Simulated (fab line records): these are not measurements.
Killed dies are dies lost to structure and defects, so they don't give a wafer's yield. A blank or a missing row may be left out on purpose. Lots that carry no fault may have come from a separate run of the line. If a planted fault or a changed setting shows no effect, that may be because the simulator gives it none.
Which tool was responsible?    flow sky130    14 lots with 42 wafers sampled at 6 steps, on a route of 708 steps

WHAT EACH GAUGE READ, for each wafer
SKY_CONTACT_THK_MEAS_03.
lot   measured      on            CONTACT_HDPCVD_THK (nm)
L303  day 30 05:11  filmMetro-01  573 559 569
L305  day 31 03:02  filmMetro-01  569 566 569
L306  day 31 09:19  filmMetro-02  563 556 559
L315  day 34 11:06  filmMetro-01  568 570 567
L316  day 34 22:01  filmMetro-01  559 567 568
L317  day 35 02:55  filmMetro-04  565 566 568
L318  day 35 12:15  filmMetro-02  566 571 573
L319  day 35 12:59  filmMetro-04  562 551 559
L321  day 36 06:56  filmMetro-04  566 563 562
L322  day 36 09:43  filmMetro-02  564 571 562
L323  day 36 15:13  filmMetro-02  569 571 575
L324  day 37 00:06  filmMetro-01  571 564 560
L325  day 37 09:21  filmMetro-01  561 568 564
L326  day 37 17:26  filmMetro-01  582 574 568

SKY_VIA1_BOW_MEAS_03.
lot   measured      on            VIA1_BOW (um)
L303  day 32 14:55  filmMetro-02  79 77 64
L305  day 33 12:58  filmMetro-03  76 76 68
L306  day 33 17:23  filmMetro-04  73 75 81
L315  day 36 20:58  filmMetro-03  87 65 83
L316  day 37 05:59  filmMetro-03  82 88 76
L317  day 37 11:18  filmMetro-02  90 78 74
L318  day 37 20:03  filmMetro-02  78 76 75
L319  day 37 21:28  filmMetro-03  80 92 75
L321  day 38 13:22  filmMetro-03  69 89 72
L322  day 38 16:28  filmMetro-03  75 78 74
L323  day 38 21:37  filmMetro-03  86 57 74
L324  day 39 06:58  filmMetro-04  87 91 83
L325  day 39 14:53  filmMetro-02  73 70 80
L326  day 39 22:57  filmMetro-04  90 76 75

SKY_CAPM_RS_MEAS_03: a four-point-probe measurement.
lot   measured      on            CAPM_TIN_RS (ohm/sq)
L303  day 36 03:03  filmMetro-03  6.75 6.79 6.73
L305  day 37 00:21  filmMetro-03  - - -
L306  day 37 06:37  filmMetro-01  - - -
L315  day 40 06:40  filmMetro-04  6.95 6.79 6.88
L316  day 40 14:49  filmMetro-04  6.87 6.83 6.86
L317  day 40 19:08  filmMetro-03  6.86 6.95 6.79
L318  day 41 04:03  filmMetro-04  6.93 6.92 6.95
L319  day 41 06:14  filmMetro-04  6.90 6.78 6.88
L321  day 41 18:05  filmMetro-04  6.82 6.92 6.93
L322  day 41 22:28  filmMetro-04  6.94 6.98 6.78
L323  day 42 04:19  filmMetro-01  6.88 6.95 6.85
L324  day 42 12:56  filmMetro-01  6.87 6.95 7.05
L325  day 42 19:45  filmMetro-03  6.81 6.86 6.86
L326  day 43 03:35  filmMetro-01  6.84 6.89 6.73

SKY_CAPM_THK_MEAS_04: measures by xrf.
lot   measured      on            CAPM_TIN_THK (nm)
L303  day 36 03:10  filmMetro-03  206.1 207.0 207.7
L305  day 37 00:28  filmMetro-03  <0.0 <0.0 <0.0
L306  day 37 06:44  filmMetro-01  <0.0 <0.0 <0.0
L315  day 40 06:46  filmMetro-04  200.3 204.8 204.3
L316  day 40 14:56  filmMetro-04  202.3 204.1 203.2
L317  day 40 19:16  filmMetro-03  204.6 202.0 207.1
L318  day 41 04:10  filmMetro-04  201.2 200.6 200.3
L319  day 41 06:20  filmMetro-04  201.9 205.6 201.4
L321  day 41 18:13  filmMetro-04  204.3 200.9 201.0
L322  day 41 22:35  filmMetro-04  200.4 199.9 204.9
L323  day 42 04:26  filmMetro-01  203.9 202.4 205.2
L324  day 42 13:02  filmMetro-01  204.8 201.4 199.6
L325  day 42 19:51  filmMetro-03  205.0 204.6 202.9
L326  day 43 03:41  filmMetro-01  204.6 204.3 208.5

EACH LOT AND THE TOOL THAT RAN IT (in order: tool; ch and the chambers of the sampled wafers; start)
lot   SKY_VIA2_CVD_21               SKY_CAPM_SPUTTER_02
L303  cvdW-01 ch 0,1, day 36 02:05  pvdSputter-03, day 36 02:56
L305  cvdW-01 ch 0,1, day 36 23:23  pvdSputter-04, day 37 00:14
L306  cvdW-02 ch 0, day 37 05:32    pvdSputter-03, day 37 06:31
L315  cvdW-01 ch 0,1, day 40 05:41  pvdSputter-03, day 40 06:32
L316  cvdW-02 ch 0,1, day 40 13:51  pvdSputter-04, day 40 14:42
L317  cvdW-02 ch 0,1, day 40 18:11  pvdSputter-03, day 40 19:02
L318  cvdW-02 ch 0,1, day 41 03:04  pvdSputter-01, day 41 03:55
L319  cvdW-02 ch 0,1, day 41 05:16  pvdSputter-04, day 41 06:04
L321  cvdW-01 ch 0,1, day 41 17:08  pvdSputter-04, day 41 17:59
L322  cvdW-01 ch 0,1, day 41 21:30  pvdSputter-04, day 41 22:21
L323  cvdW-01 ch 0,1, day 42 03:22  pvdSputter-03, day 42 04:12
L324  cvdW-02 ch 0,1, day 42 11:57  pvdSputter-03, day 42 12:48
L325  cvdW-02 ch 0,1, day 42 18:47  pvdSputter-04, day 42 19:36
L326  cvdW-02 ch 0,1, day 43 02:36  pvdSputter-03, day 43 03:27
- SKY_VIA2_CVD_21: deposits W, target thk 420 nm, time 126.4 s.
- SKY_CAPM_SPUTTER_02: material TiN, target thk 200 nm, time 166.7 s.

WHAT THE TOOLS THEMSELVES READ (means of the sampled wafers that have a number; where no wafer has one, the mark that the record gives instead)
SKY_VIA2_CVD_21.
lot   tool     heaterPowerW (W)
L303  cvdW-01  813
L305  cvdW-01  858
L306  cvdW-02  836
L315  cvdW-01  760
L316  cvdW-02  856
L317  cvdW-02  848
L318  cvdW-02  848
L319  cvdW-02  845
L321  cvdW-01  817
L322  cvdW-01  768
L323  cvdW-01  816
L324  cvdW-02  849
L325  cvdW-02  862
L326  cvdW-02  868

SKY_CAPM_SPUTTER_02.
lot   tool           cathodeDcPowerW (W)  chamberPressurePa (Pa)  throttleValvePct (%)
L303  pvdSputter-03  6500.0               0.4002                  29.2
L305  pvdSputter-04  -                    -                       -
L306  pvdSputter-03  -                    -                       -
L315  pvdSputter-03  6500.3               0.3999                  29.6
L316  pvdSputter-04  6499.3               0.4001                  31.0
L317  pvdSputter-03  6500.3               0.4004                  29.0
L318  pvdSputter-01  6500.0               0.4001                  30.6
L319  pvdSputter-04  6501.1               0.3995                  30.8
L321  pvdSputter-04  6499.7               0.3998                  30.3
L322  pvdSputter-04  6499.6               0.3996                  31.2
L323  pvdSputter-03  6501.7               0.3999                  29.3
L324  pvdSputter-03  6500.7               0.4004                  29.5
L325  pvdSputter-04  6500.1               0.3998                  30.7
L326  pvdSputter-03  6499.1               0.4012                  29.0

THE ANSWER, worked out from the rows above alone
Rule: what is usual is taken from the lots themselves. Put in order of their means at a reading, lots are off if they are a third of the lots or fewer, leave a main group of 4 or more, and stand apart from it by a gap of 3 or more times the standard deviation of the main group's means; of several such gaps the widest counts. A main group whose means are all the same, to the digits that the tables above print for the reading, isn't used. A lot without any number at a reading at which 4 lots or more have one is off too. Where the step has rows for the other lots, those lots are counted as sound. After the gauges, taken in route order, come the tools' own readings; for these a lot's mean is taken, as printed above. The first step at which some lot is off is used, and at that step the reading that is off furthest; a lot without a number counts as furthest.
Off: L305, L306, seen at SKY_CAPM_RS_MEAS_03 (CAPM_TIN_RS). Without a number there: L305, L306. The main group has a mean of 6.87 ohm/sq with a standard deviation of 0.05.
A tool fits if, at a process step before that reading, it ran every lot that is off, and no sound lot after the first of them. Not tried: the gauges at SKY_CAPM_RS_MEAS_03; whatever is off there is also off at SKY_CAPM_SPUTTER_02, on other tools, and gauge error can't account for it. Of those tried, none fits.

WHAT WAS PUT IN BY THE SIMULATOR
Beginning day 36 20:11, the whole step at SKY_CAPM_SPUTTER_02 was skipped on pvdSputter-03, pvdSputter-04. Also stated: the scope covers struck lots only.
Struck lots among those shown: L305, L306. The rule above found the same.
